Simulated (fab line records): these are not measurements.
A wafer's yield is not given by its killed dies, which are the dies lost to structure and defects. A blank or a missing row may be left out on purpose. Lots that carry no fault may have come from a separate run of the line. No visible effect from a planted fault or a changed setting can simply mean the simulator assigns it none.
A single fault, viewed from 2 desks | flow sfq line | what lay behind the numbers comes last; until then each desk has only its own

== AT THE METROLOGY DESK ==
Means of the sampled wafers that have a number, per lot and without regard to the tool the lot ran on: this is what the gauges read. If a lot's mean is further than 4 standard deviations from the usual mean, the lot is out of limits and carries the mark OUT (the distance appears in the brackets).
Columns: A = I0_BOW at SFQ_I0_BOW_MEAS_907, usual 0 um; B = M5_OVL at SFQ_M5_OVL_MEAS_932, usual -2 nm
lot  | first seen here | A   | B
L928 | day 6 10:49     | 2   | -4
L929 | day 6 18:01     | -0  | -6
L930 | day 6 21:01     | -2  | -4
L931 | day 7 03:04     | 0   | -2
L932 | day 7 10:49     | 1   | 3
L935 | day 8 06:46     | -5  | -1
L936 | day 8 12:46     | -2  | -3
L939 | day 9 05:55     | 8   | 0
L942 | day 10 03:01    | -3  | -3
L945 | day 10 18:37    | -2  | 1
L946 | day 11 00:36    | 0   | 1
L947 | day 11 09:36    | 6   | -4
L948 | day 11 12:24    | -10 | -6
L950 | day 12 02:59    | -5  | 4
Result from this desk: across the 14 lots, nothing is out of limits.

== AT THE TOOL OWNER'S DESK: cmp-02 ==
The tool's own readings at SFQ_TRILAYER_I0_CMP_CMP_028 (polishes SiO2): means of the sampled wafers that have a number, for each lot that ran on this tool. If a lot's mean is further than 4 standard deviations from the usual mean, the lot is out of limits and carries the mark OUT (the distance appears in the brackets).
Columns: A = motor current A at SFQ_TRILAYER_I0_CMP_CMP_028, usual 10.1 A; B = time to endpoint s at SFQ_TRILAYER_I0_CMP_CMP_028, usual 212 s
lot  | first seen here | A    | B
L928 | day 6 08:19     | 10.1 | 214
L932 | day 7 07:49     | 10.3 | 207
L935 | day 8 03:44     | 10.2 | 214
L936 | day 8 10:44     | 10.2 | 210
L939 | day 9 02:55     | 10.2 | 216
L942 | day 10 00:00    | 10.5 | 220
L945 | day 10 15:36    | 10.3 | 210
L946 | day 10 21:36    | 9.5  | 213
L947 | day 11 07:06    | 9.3  | 229
Result from this desk: across the 9 lots, nothing is out of limits.

== TAKEN TOGETHER ==
From the metrology desk's view, nothing was out of limits.
Nothing out of limits was seen by the tool owner's desk.

== WHAT THE SIMULATOR PUT IN ==
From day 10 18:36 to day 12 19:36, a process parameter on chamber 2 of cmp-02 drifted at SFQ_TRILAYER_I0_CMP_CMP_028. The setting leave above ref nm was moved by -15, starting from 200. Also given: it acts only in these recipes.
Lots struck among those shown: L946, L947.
